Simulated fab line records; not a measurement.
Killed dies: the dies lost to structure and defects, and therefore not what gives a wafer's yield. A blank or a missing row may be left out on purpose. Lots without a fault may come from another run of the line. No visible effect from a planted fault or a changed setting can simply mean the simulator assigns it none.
A struck lot beside a sound one || flow gf180mcu || 16 out of 602 route steps
Sound: the wafers L573.1, L573.3, L573.4. Struck: wafer L584.6 (L584.4, L584.5, from the same lot, were not struck and are left out); the cause is given at the end.
Order at every step that has rows: each side's tool, ch and its chambers, its first start. Under that, the readings that differ: sound wafers || struck wafers || difference of the means || sigmas: that difference in standard deviations of wafers without a fault.
alike: readings with means less than 2 such deviations apart, plus words and numbers identical on both sides. not compared: withheld readings, readings lacking a value on some wafer, bounds such as >300 that could conceal the same value, and numbers that have no deviation in the record and whose values overlap.
Wherever a step has rows on one side only, a row that says differs or no value, or a row with sigmas, the two part there. Numbers that don't overlap but have no deviation are shown without sigmas and don't part them. A reading that every wafer of one side lacks parts them only if that side has two wafers or more.

first, 3 steps without rows for these wafers: GF_PSD_EXPOSE_04 (exposes mask Pplus, target cd 400 nm); GF_PSD_PEB_05; GF_PSD_DEVELOP_06 (develop time 60 s).
GF_PSD_CD_MEAS_07: target cd 400 nm.
  sound on cd sem-01 at day 17 09:44; struck on cd sem-02 at day 21 03:33
  alike: cd nm
GF_PSD_OVL_MEAS_08:
  sound on overlay-02 at day 17 09:52; struck on overlay-02 at day 21 03:38
  alike: PSD_OVL
following that, these wafers have no rows for 1 step: GF_PSD_IMPLANT_09.
GF_PSD_STRIP_10: strips in O2/N2.
  sound on plasma asher-02 ch 0,1, day 17 10:03; struck on plasma asher-01 ch 1, day 21 03:50
  alike: drypump motor current A, heater power w, oes product au, strip time to endpoint s
  not compared: rf hours counter h
GF_PSD_TW_MEAS_11:
  sound on film metro-02 at day 17 10:09; struck on film metro-01 at day 21 03:56
{"reading": "PSD_TW", "sound": "3173 3162 3153", "struck": 3228, "difference": "+65", "sigmas": "+3"}
then, 1 step without rows for these wafers: GF_PSD_CLEAN_12 (cleans in SC1/SC2, time 150 s).
GF_PSD_RTA_13: time 20 s.
  sound on rtp anneal-01 ch 0, day 17 10:16; struck on rtp anneal-01 ch 0, day 21 04:03
  alike: lamp power pct, wafer_temp_C_max
GF_PSD_RS_MEAS_14: a four-point-probe measurement.
  sound on film metro-01 at day 17 10:20; struck on film metro-02 at day 21 04:09
  alike: NSD_RS
GF_PSD_RS_MEAS_15: a four-point-probe measurement.
  sound on film metro-01 at day 17 10:28; struck on film metro-02 at day 21 04:16
  alike: PSD_RS
GF_SAB_CVD_00: deposits SiO2 from TEOS, target thk 50 nm, time 4.9302 s.
  sound on pecvd-03 ch 0,1,2, day 17 10:35; struck on pecvd-01 ch 1, day 21 04:20
  alike: heater power w
  not compared: since wet clean h
GF_SAB_THK_MEAS_01:
  sound on film metro-04 at day 17 10:36; struck on film metro-04 at day 21 04:23
{"reading": "SAB_CVD_00_THK (nm)", "sound": "50.0 49.6 50.7", "struck": 41.5, "difference": -8.6, "sigmas": -14}
then, 1 step without rows for these wafers: GF_SAB_DEHYDRATE_02 (time 60 s).
-- the record jumps here: 13 days lie between the struck wafers' starts before and after (it left off in module SAB and takes up again in module PASSIVATION, whose first step shown is number 602 of the route) --
GF_PASSIVATION_PROBE_99:
  the record has rows for the struck wafers here (prober-02, day 34 05:59) and none for the sound ones

== WHERE THEY PART ==
At GF_PSD_TW_MEAS_11 first; at GF_PASSIVATION_PROBE_99 last (within this record only).

WHY: the cause the simulator had injected
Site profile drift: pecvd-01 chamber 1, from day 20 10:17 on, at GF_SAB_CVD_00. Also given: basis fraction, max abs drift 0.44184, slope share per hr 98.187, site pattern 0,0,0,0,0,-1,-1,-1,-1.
